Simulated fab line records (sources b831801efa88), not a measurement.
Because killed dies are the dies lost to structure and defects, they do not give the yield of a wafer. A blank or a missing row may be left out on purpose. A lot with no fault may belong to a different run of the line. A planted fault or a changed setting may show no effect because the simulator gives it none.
The tool behind it: which one? / flow gf180mcu / Sampling: 14 lots, 42 wafers, 2 of 602 route steps

== WHAT THE GAUGES SHOWED, per wafer ==
GF_VT_IMPLANT_TW_MEAS_10. Usual: for VT_IMPLANT_TW the level is 567.9 and the standard deviation is 2.4.
lot=L972; measured=day 5 19:44; on=film-metro-02; VT_IMPLANT_TW=569.9 568.5 567.5; flag=
lot=L973; measured=day 6 04:43; on=film-metro-02; VT_IMPLANT_TW=566.9 569.5 567.7; flag=
lot=L975; measured=day 6 13:50; on=film-metro-02; VT_IMPLANT_TW=571.6 570.6 573.7; flag=
lot=L976; measured=day 6 21:01; on=film-metro-02; VT_IMPLANT_TW=569.9 570.9 573.3; flag=
lot=L977; measured=day 7 07:27; on=film-metro-03; VT_IMPLANT_TW=572.3 569.7 569.9; flag=
lot=L978; measured=day 7 20:08; on=film-metro-02; VT_IMPLANT_TW=570.0 568.4 568.5; flag=
lot=L982; measured=day 8 09:10; on=film-metro-02; VT_IMPLANT_TW=566.4 569.1 566.6; flag=
lot=L983; measured=day 8 18:30; on=film-metro-02; VT_IMPLANT_TW=569.6 568.2 568.2; flag=
lot=L984; measured=day 9 01:29; on=film-metro-03; VT_IMPLANT_TW=581.9 582.7 585.4; flag=OFF
lot=L985; measured=day 9 06:07; on=film-metro-03; VT_IMPLANT_TW=587.4 584.3 586.8; flag=OFF
lot=L986; measured=day 9 14:26; on=film-metro-03; VT_IMPLANT_TW=566.2 566.7 566.3; flag=
lot=L990; measured=day 10 14:37; on=film-metro-02; VT_IMPLANT_TW=565.5 571.7 565.9; flag=
lot=L992; measured=day 11 01:13; on=film-metro-03; VT_IMPLANT_TW=570.1 569.1 574.2; flag=
lot=L994; measured=day 11 14:58; on=film-metro-03; VT_IMPLANT_TW=569.7 568.6 567.0; flag=

== WHICH TOOL RAN EACH LOT (tool, then ch and the chambers of the sampled wafers, then the start) ==
lot=L972; GF_VT_IMPLANT_IMPLANT_08=implanter-01 ch 0, day 5 19:29
lot=L973; GF_VT_IMPLANT_IMPLANT_08=implanter-03 ch 0, day 6 04:28
lot=L975; GF_VT_IMPLANT_IMPLANT_08=implanter-02 ch 0, day 6 13:37
lot=L976; GF_VT_IMPLANT_IMPLANT_08=implanter-01 ch 0, day 6 20:46
lot=L977; GF_VT_IMPLANT_IMPLANT_08=implanter-02 ch 0, day 7 07:10
lot=L978; GF_VT_IMPLANT_IMPLANT_08=implanter-01 ch 0, day 7 19:55
lot=L982; GF_VT_IMPLANT_IMPLANT_08=implanter-02 ch 0, day 8 08:56
lot=L983; GF_VT_IMPLANT_IMPLANT_08=implanter-03 ch 0, day 8 18:14
lot=L984; GF_VT_IMPLANT_IMPLANT_08=implanter-01 ch 0, day 9 01:14
lot=L985; GF_VT_IMPLANT_IMPLANT_08=implanter-01 ch 0, day 9 05:52
lot=L986; GF_VT_IMPLANT_IMPLANT_08=implanter-02 ch 0, day 9 14:14
lot=L990; GF_VT_IMPLANT_IMPLANT_08=implanter-02 ch 0, day 10 14:22
lot=L992; GF_VT_IMPLANT_IMPLANT_08=implanter-03 ch 0, day 11 00:58
lot=L994; GF_VT_IMPLANT_IMPLANT_08=implanter-01 ch 0, day 11 14:44
- GF_VT_IMPLANT_IMPLANT_08

== WHAT THE TOOLS THEMSELVES READ (means of the sampled wafers that have a number; where no wafer has one, the mark that the record gives instead) ==
GF_VT_IMPLANT_IMPLANT_08. Usual: beam-on-s 10.01 s, standard deviation 0.19; faraday-current-uA 46.7, standard deviation 0.88.
lot=L972; tool=implanter-01; beam-on-s (s)=10.04; faraday-current-uA=46.6; flag=
lot=L973; tool=implanter-03; beam-on-s (s)=9.61; faraday-current-uA=48.6; flag=
lot=L975; tool=implanter-02; beam-on-s (s)=9.98; faraday-current-uA=47.0; flag=
lot=L976; tool=implanter-01; beam-on-s (s)=10.18; faraday-current-uA=46.0; flag=
lot=L977; tool=implanter-02; beam-on-s (s)=9.94; faraday-current-uA=47.1; flag=
lot=L978; tool=implanter-01; beam-on-s (s)=9.97; faraday-current-uA=46.9; flag=
lot=L982; tool=implanter-02; beam-on-s (s)=10.13; faraday-current-uA=46.1; flag=
lot=L983; tool=implanter-03; beam-on-s (s)=9.69; faraday-current-uA=48.2; flag=
lot=L984; tool=implanter-01; beam-on-s (s)=11.17; faraday-current-uA=41.9; flag=OFF
lot=L985; tool=implanter-01; beam-on-s (s)=11.07; faraday-current-uA=42.1; flag=OFF
lot=L986; tool=implanter-02; beam-on-s (s)=9.85; faraday-current-uA=47.3; flag=
lot=L990; tool=implanter-02; beam-on-s (s)=10.00; faraday-current-uA=46.7; flag=
lot=L992; tool=implanter-03; beam-on-s (s)=10.04; faraday-current-uA=46.7; flag=
lot=L994; tool=implanter-01; beam-on-s (s)=10.10; faraday-current-uA=46.2; flag=

== THE ANSWER, worked out from the rows above alone ==
Rule: lot off if the mean of its wafers having a number is beyond 3 standard deviations from the usual mean. Also off: a lot with no number at a reading for which 4 or more lots have one. Where the step has rows for the other lots, those lots are counted as sound. First the gauges in route order, then the tools' own readings, where a lot's mean is used as printed above. At the first step where some lot is off, the reading lying furthest off is the one used; lots without a number count as furthest.
Off: L984, L985, seen at GF_VT_IMPLANT_TW_MEAS_10 (VT_IMPLANT_TW).
If a tool, at a process step before that reading, ran all the lots that are off and no sound lot after the first of them, it fits. The gauges at GF_VT_IMPLANT_TW_MEAS_10 aren't tried: what is off there is off at GF_VT_IMPLANT_IMPLANT_08 too, on other tools, and a gauge's error can't cause that. Not one of the candidates tried fits.

== WHAT THE SIMULATOR PUT IN ==
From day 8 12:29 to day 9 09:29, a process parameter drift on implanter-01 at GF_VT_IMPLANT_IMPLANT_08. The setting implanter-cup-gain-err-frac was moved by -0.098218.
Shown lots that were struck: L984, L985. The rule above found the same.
